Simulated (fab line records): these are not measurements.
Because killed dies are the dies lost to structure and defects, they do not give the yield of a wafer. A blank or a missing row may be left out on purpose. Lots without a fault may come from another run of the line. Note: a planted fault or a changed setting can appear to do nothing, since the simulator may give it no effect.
Chamber matching    flow sky130    SKY_VIA3_CMP_02 on cmp-01 has 4 sister chambers
The step polishes SiO2. 4 wafers are shown with their chamber, then 7 later ones without.

== WAFERS WITH THEIR CHAMBER ==
wafer   chamber  motor current A (A)
L913.1  0        13.1
L916.1  1        11.4
L917.2  3        10.3
L917.5  2        10.8

== WAFERS WITH NO CHAMBER GIVEN ==
wafer   motor current A (A)
L917.6  10.3
L918.3  11.0
L918.5  11.4
L918.6  11.0
L919.1  10.2
L919.4  10.7
L919.6  11.9

== THE CHAMBER EACH PASSED THROUGH ==
wafer    from the rows above       in truth
L917.6   3                         3
L918.3   can't be placed: 2 or 1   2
L918.5   1                         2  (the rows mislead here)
L918.6   can't be placed: 2 or 1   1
L919.1   3                         3
L919.4   can't be placed: 2 or 3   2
L919.6   1                         1
Correctly placed: 3 of 7. Can't be placed from these rows: 3 (the true chamber is among the candidates in 3). Number placed wrongly: 1.
How it was worked out, from the rows above alone: a wafer's distance from a chamber is the root of the sum, over the readings, of the square of ((its reading less the chamber's mean) divided by the reading's scatter). The wafer belongs to the nearest chamber; if the next one is less than 2 further off, it can't be placed. The mean given for a chamber averages the wafers shown for that chamber. The scatter (one wafer shown for each chamber): square how far every hidden wafer sits from the nearest shown wafer, average those squares and take the square root.
